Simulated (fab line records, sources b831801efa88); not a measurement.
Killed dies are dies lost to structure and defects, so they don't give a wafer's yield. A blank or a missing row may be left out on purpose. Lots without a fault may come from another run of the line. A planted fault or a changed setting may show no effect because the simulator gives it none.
Problem report in the 8D (eight disciplines) form, filled by code | flow sfq_line | the parts of the form that need people (team, actions taken, sign-off) are left out

1. THE PROBLEM
M6_NB_RS at SFQ_M6_RS_MEAS_938 reads a mean of 1.502 ohm/sq on 2 wafers of 2 lots; wafers without a fault read 0.891 ohm/sq with a standard deviation of 0.0088. That is +69 standard deviations from the usual mean.
The step: measures by four-point-probe.
First seen on wafer L899.2, day 71 11:22, on film_metro-03. The record holds 42 wafers of 14 lots with a number at this step. Rule for "out", or "out of limits": more than 4 standard deviations from the usual mean. The other wafers with a number count as sound.

2. WHAT IT IS AND WHAT IT IS NOT
question                    | is                | is not
which readings at this step | M6_NB_RS          | -
which lots                  | L899, L902        | L888, L890, L892, L893, L894, L895, L897, L903, L906, L908, L909, L910
which wafers of those lots  | L899.2, L902.3    | L899.5, L899.6, L902.4, L902.6
read on which gauges        | film_metro-03     | film_metro-02, film_metro-04
when                        | from day 71 11:22 | up to then (23 sound wafers); but 17 sound wafers of L902, L903, L906, L908, L909, L910 came after

3. SUSPECTS, AND WHAT RULES EACH OUT
Counting: a tool at a process step up to the reading stays a suspect if it ran every lot that is out. Sound lots after the first of them don't rule it out here, since some wafers of a struck lot are sound.
- the gauge at SFQ_M6_RS_MEAS_938: ruled out. All the wafers that are out were read on film_metro-03, but those of them that SFQ_TRILAYER_M6_ETCH_METAL_ETCH_162 has rows for are out there too, on other tools.
- pvd_sputter-04 at SFQ_TRILAYER_M6_DEP_SPUTTER_157 (material Nb, target thk 200 nm, time 133.3 s): kept. It ran every lot that is out, first L899 (day 71 11:15); its last sound lot up to then is L893 (day 70 07:19).
Left after counting: pvd_sputter-04 at SFQ_TRILAYER_M6_DEP_SPUTTER_157.

4. THE CAUSE (what the simulator had put in)
Process parameter drift: pvd_sputter-04, from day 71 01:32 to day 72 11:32, at SFQ_TRILAYER_M6_DEP_SPUTTER_157. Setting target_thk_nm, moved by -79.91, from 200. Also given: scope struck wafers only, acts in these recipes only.
Counting left only this tool.

5. THE CHAIN OF EFFECTS, in route order
Each row: a reading whose mean over the struck wafers that have a number lies more than 3 standard deviations from the usual. Only readings for which the record gives a usual standard deviation are gone through. hours: the time from each lot's start at the first step in this table that gives one to its start at this step, as a median over the lots. sigmas: the change in usual standard deviations.
hours | step                                | reading        | usual        | on struck wafers | change | sigmas
0     | SFQ_M6_RS_MEAS_938                  | M6_NB_RS       | 0.891 ohm/sq | 1.502            | +0.611 | +69
100   | SFQ_TRILAYER_M6_ETCH_METAL_ETCH_162 | oes_product_au | 0.894 a.u.   | 0.686            | -0.208 | -31
The process steps in it:
- SFQ_TRILAYER_M6_ETCH_METAL_ETCH_162: etches Nb in Cl2/Ar, stops on SiO2, target depth 240 nm, time 120 s.

6. WHAT WOULD HAVE CAUGHT IT SOONER
In this record the first reading out of limits at a measuring or inspecting step was taken at day 71 11:22, 10 hours after the fault began at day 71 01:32.
Of the tool readings at SFQ_TRILAYER_M6_DEP_SPUTTER_157 for which the record gives a usual standard deviation, none was out on any struck wafer, so an alarm limit of 4 standard deviations on them would not have fired.
Of the lots that are out (2), L902 began SFQ_TRILAYER_M6_DEP_SPUTTER_157 on pvd_sputter-04 after day 71 11:22. A hold on the tool at that time would have spared it.
